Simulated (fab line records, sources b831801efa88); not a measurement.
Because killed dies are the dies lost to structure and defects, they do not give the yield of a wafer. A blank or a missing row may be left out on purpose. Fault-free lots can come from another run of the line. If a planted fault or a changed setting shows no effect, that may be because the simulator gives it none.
Struck lot and sound lot, side by side | flow sky130 | 32 steps out of a route of 708
Sound: the wafers L738.1, L738.2, L738.3. Wafers struck: L735.2, L735.3, L735.4. Last of all comes the cause.
For every step that has rows: the tool of each side, followed by ch and its chambers, followed by its first start. Under that, the readings that differ: sound wafers | struck wafers | difference of the means | sigmas: that difference in standard deviations of wafers without a fault.
alike: words and numbers the same on both sides, and readings whose means are apart by under 2 such deviations; not compared: readings that were withheld, readings missing a value for some wafer, numbers with overlapping values and no deviation given by the record, and bounds like >300 which may hide the same value.
A row with sigmas, a row that says differs or no value, or rows on one side alone: a step with any of these is where the two part. Non-overlapping numbers with no deviation appear without sigmas and do not part them. Lack of a reading on every wafer of one side parts them only where that side has two or more wafers.

SKY_PWDE_OVL_MEAS_07:
  sound on overlay-01 at day 7 02:21; struck on overlay-02 at day 6 13:10
  alike: PWDE_OVL
next, for these wafers, 1 step has no rows: SKY_PWDE_IMPLANT_08.
SKY_PWDE_STRIP_09: strips in O2/N2.
  sound on plasma-asher-03 ch 0,1, day 7 02:32; struck on plasma-asher-01 ch 0,1, day 6 13:20
  alike: drypump-motor-current-A, oes-product-au, strip-time-to-endpoint-s
  not compared: rf-hours-counter-h
SKY_PWDE_TW_MEAS_10:
  sound on film-metro-03 at day 7 02:38; struck on film-metro-03 at day 6 13:27
  alike: PWDE_TW
then, 7 steps without rows for these wafers: SKY_NWELL_DEHYDRATE_03 (time 60 s); SKY_NWELL_HMDS_04 (prime time 60 s); SKY_NWELL_COAT_05 (resist thk 3000 nm); SKY_NWELL_SOFTBAKE_06; SKY_NWELL_EXPOSE_07 (exposes mask NWM, target cd 840 nm); SKY_NWELL_PEB_08; SKY_NWELL_DEVELOP_09 (develop time 60 s).
SKY_NWELL_OVL_MEAS_10:
  sound on overlay-01 at day 7 22:24; struck on overlay-02 at day 7 08:48
  alike: NWELL_00_OVL
SKY_NWELL_IMPLANT_11:
  sound on implanter-04 ch 0, day 7 22:26; struck on implanter-02 ch 0, day 7 08:52
  reading            | sound                            | struck                           | difference  | sigmas
  dose-ions-cm2      | 1.9006e+13 1.9006e+13 1.8996e+13 | 1.7221e+13 1.7204e+13 1.7194e+13 | -1.7963e+12 | -99 or more
  faraday-current-uA | 110.7 107.6 107.7                | 96.7 100.0 95.4                  | -11.3       | -6
  alike: beam-energy-keV, end-station-pressure-torr
then, 2 steps without rows for these wafers: SKY_NWELL_IMPLANT_12; SKY_NWELL_IMPLANT_13.
SKY_NWELL_STRIP_14: strips in O2/N2.
  sound on plasma-asher-03 ch 0,1, day 7 22:53; struck on plasma-asher-01 ch 0,1, day 7 09:17
  reading                      | sound             | struck            | difference | sigmas
  strip-time-to-endpoint-s (s) | 37.07 37.12 37.10 | 36.86 36.83 36.91 | -0.23      | -2
  alike: drypump-motor-current-A, oes-product-au
  not compared: rf-hours-counter-h
SKY_NWELL_TW_MEAS_15:
  sound on film-metro-04 at day 7 22:59; struck on film-metro-04 at day 7 09:23
  reading  | sound          | struck         | difference | sigmas
  NWELL_TW | 1816 1808 1816 | 1780 1773 1769 | -39        | -3
then, 7 steps without rows for these wafers: SKY_NWELL_DEHYDRATE_16 (time 60 s); SKY_NWELL_HMDS_17 (prime time 60 s); SKY_NWELL_COAT_18 (resist thk 3000 nm); SKY_NWELL_SOFTBAKE_19; SKY_NWELL_EXPOSE_20 (exposes mask NWM COMPLEMENT, target cd 840 nm); SKY_NWELL_PEB_21; SKY_NWELL_DEVELOP_22 (develop time 60 s).
SKY_NWELL_OVL_MEAS_23:
  sound on overlay-01 at day 8 19:33; struck on overlay-01 at day 8 05:18
  alike: NWELL_01_OVL
next, for these wafers, 1 step has no rows: SKY_NWELL_IMPLANT_24.
SKY_NWELL_STRIP_25: strips in O2/N2.
  sound on plasma-asher-04 ch 0,1, day 8 19:44; struck on plasma-asher-01 ch 0,1, day 8 05:29
  reading               | sound             | struck            | difference | sigmas
  oes-product-au (a.u.) | 0.721 0.717 0.718 | 0.729 0.723 0.733 | +0.010     | +2
  alike: drypump-motor-current-A, strip-time-to-endpoint-s
  not compared: rf-hours-counter-h
SKY_NWELL_TW_MEAS_26:
  sound on film-metro-04 at day 8 19:50; struck on film-metro-03 at day 8 05:35
  reading    | sound             | struck            | difference | sigmas
  NWELL_2_TW | 496.7 496.9 497.3 | 488.8 492.6 491.8 | -5.9       | -2
then, 1 step without rows for these wafers: SKY_NWELL_CLEAN_27 (cleans in SC1/SC2, time 150 s).
SKY_NWELL_RTA_28: time 30 s.
  sound on rtp-anneal-01 ch 0, day 8 19:56; struck on rtp-anneal-01 ch 0, day 8 05:43
  alike: lamp-power-pct, ramp-down-c-per-s, wafer_temp_C_max
SKY_NWELL_RS_MEAS_29: measurement is done with a four-point probe.
  sound on film-metro-02 at day 8 20:02; struck on film-metro-02 at day 8 05:49
  reading           | sound             | struck            | difference | sigmas
  NWELL_RS (ohm/sq) | 627.8 628.3 626.3 | 657.0 656.9 659.2 | +30.2      | +19
-- the record jumps here: 40 days lie between the struck wafers' starts before and after (it left off in module NWELL and takes up again in module PAD_OPEN, whose first step shown is number 708 of the route) --
SKY_PAD_OPEN_PROBE_99:
  sound on prober-02 at day 49 05:40; struck on prober-02 at day 48 15:23
  reading                          | sound                         | struck                      | difference | sigmas
  killed-at-front-end              | 16 17 25                      | 13 8 8                      | -10        | -2
  model.etest.nfet_16v.r-on-ohm-um | 1.425e+04 1.422e+04 1.418e+04 | 1.467e+04 1.46e+04 1.47e+04 | +4.400e+02 |
  model.etest.res-nwell.rs-ohm-sq  | 1003 995.7 980.9              | 1007 1007 1020              | +18        |
  alike: killed_at_M0_to_M3, killed_at_M4_up, killed-at-contacts, killed-at-other, killed-dies, killed-open, killed-short
  not compared: model.etest.res-nwell.line-ohm-um

WHERE THEY PART
Earliest at SKY_NWELL_IMPLANT_11; latest, in this record, at SKY_PAD_OPEN_PROBE_99.

WHY: what the simulator had put in
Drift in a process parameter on implanter-02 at SKY_NWELL_IMPLANT_11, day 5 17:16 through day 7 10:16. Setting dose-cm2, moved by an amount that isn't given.
